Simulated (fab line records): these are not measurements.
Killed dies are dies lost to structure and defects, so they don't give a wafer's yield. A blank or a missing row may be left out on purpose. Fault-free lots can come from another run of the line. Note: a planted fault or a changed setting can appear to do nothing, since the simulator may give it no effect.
Which of the tools did it? + flow sfq line + 14 lots with 42 wafers sampled at 2 steps, on a route of 325 steps

WHAT EACH GAUGE READ, for each wafer
SFQ_M1_OVL_MEAS_911.
| lot  | measured     | on         | M1_OVL (nm) |
|------|--------------|------------|-------------|
| L639 | day 14 11:46 | overlay-02 | -8 -2 -7    |
| L640 | day 14 18:58 | overlay-02 | -2 -8 -1    |
| L644 | day 16 20:35 | overlay-01 | -6 -9 -5    |
| L648 | day 18 15:53 | overlay-01 | 2 4 12      |
| L650 | day 19 11:05 | overlay-02 | 6 4 2       |
| L654 | day 20 13:29 | overlay-01 | 2 0 8       |
| L655 | day 20 17:05 | overlay-01 | 10 4 -1     |
| L656 | day 21 13:02 | overlay-02 | 5 3 2       |
| L657 | day 21 15:26 | overlay-02 | -3 -2 -2    |
| L658 | day 22 03:14 | overlay-02 | -1 -1 0     |
| L659 | day 22 15:14 | overlay-02 | -7 -7 -12   |
| L660 | day 22 17:38 | overlay-01 | 3 -3 5      |
| L661 | day 23 04:26 | overlay-02 | 8 1 11      |
| L662 | day 23 14:02 | overlay-01 | 8 6 8       |

TOOL THAT RAN EACH LOT (tool first, then ch and the chambers of the sampled wafers, then the start)
| lot  | SFQ_TRILAYER_M0_STRIP_STRIP_025   |
|------|-----------------------------------|
| L639 | rie metal-02 ch 0,1, day 5 18:08  |
| L640 | rie metal-02 ch 0,1, day 6 00:14  |
| L644 | rie metal-04 ch 0,1, day 7 02:31  |
| L648 | rie metal-04 ch 0,1, day 8 07:11  |
| L650 | rie metal-02 ch 0, day 8 21:33    |
| L654 | rie metal-02 ch 0,1, day 9 21:06  |
| L655 | rie metal-04 ch 0, day 10 01:05   |
| L656 | rie metal-02 ch 0,1, day 10 09:06 |
| L657 | rie metal-04 ch 0,1, day 10 13:54 |
| L658 | rie metal-02 ch 1, day 10 20:05   |
| L659 | rie metal-04 ch 0,1, day 11 00:42 |
| L660 | rie metal-04 ch 0,1, day 11 07:54 |
| L661 | rie metal-04 ch 0,1, day 11 14:55 |
| L662 | rie metal-04 ch 0,1, day 11 22:07 |
- SFQ_TRILAYER_M0_STRIP_STRIP_025: strips in O2.

WHAT THE TOOLS THEMSELVES READ (means of the sampled wafers that have a number; where no wafer has one, the mark that the record gives instead)
SFQ_TRILAYER_M0_STRIP_STRIP_025.
| lot  | tool         | drypump motor current A (A) | oes product au (a.u.) |
|------|--------------|-----------------------------|-----------------------|
| L639 | rie metal-02 | 5.41                        | 0.993                 |
| L640 | rie metal-02 | 5.42                        | 0.997                 |
| L644 | rie metal-04 | 5.56                        | 0.987                 |
| L648 | rie metal-04 | 5.60                        | 0.996                 |
| L650 | rie metal-02 | 5.22                        | 0.999                 |
| L654 | rie metal-02 | 5.41                        | 0.999                 |
| L655 | rie metal-04 | 5.58                        | 0.989                 |
| L656 | rie metal-02 | 5.43                        | 1.000                 |
| L657 | rie metal-04 | 5.57                        | 0.994                 |
| L658 | rie metal-02 | 5.82                        | 0.995                 |
| L659 | rie metal-04 | 5.58                        | 0.991                 |
| L660 | rie metal-04 | 5.59                        | 0.986                 |
| L661 | rie metal-04 | 5.58                        | 0.996                 |
| L662 | rie metal-04 | 5.58                        | 0.989                 |

THE ANSWER, worked out from the rows above alone
Rule: what is usual is taken from the lots themselves. The widest of any qualifying gaps counts: lots, ordered by their means at a reading, are off when they make up no more than a third of the lots, leave a main group of 4 or more, and stand apart from it by 3 or more times the standard deviation of that group's means. The tables above print the reading to a certain number of digits; a main group whose means all agree to those digits is not used. Also off: a lot with no number at a reading for which 4 or more lots have one. The other lots that the step has rows for count as sound. After the gauges, taken in route order, come the tools' own readings; for these a lot's mean is taken, as printed above. The first step at which some lot is off is used, and at that step the reading that is off furthest; a lot without a number counts as furthest.
No lot is off at any reading shown: from this, nothing can be told.

WHAT HAD BEEN PUT IN BY THE SIMULATOR
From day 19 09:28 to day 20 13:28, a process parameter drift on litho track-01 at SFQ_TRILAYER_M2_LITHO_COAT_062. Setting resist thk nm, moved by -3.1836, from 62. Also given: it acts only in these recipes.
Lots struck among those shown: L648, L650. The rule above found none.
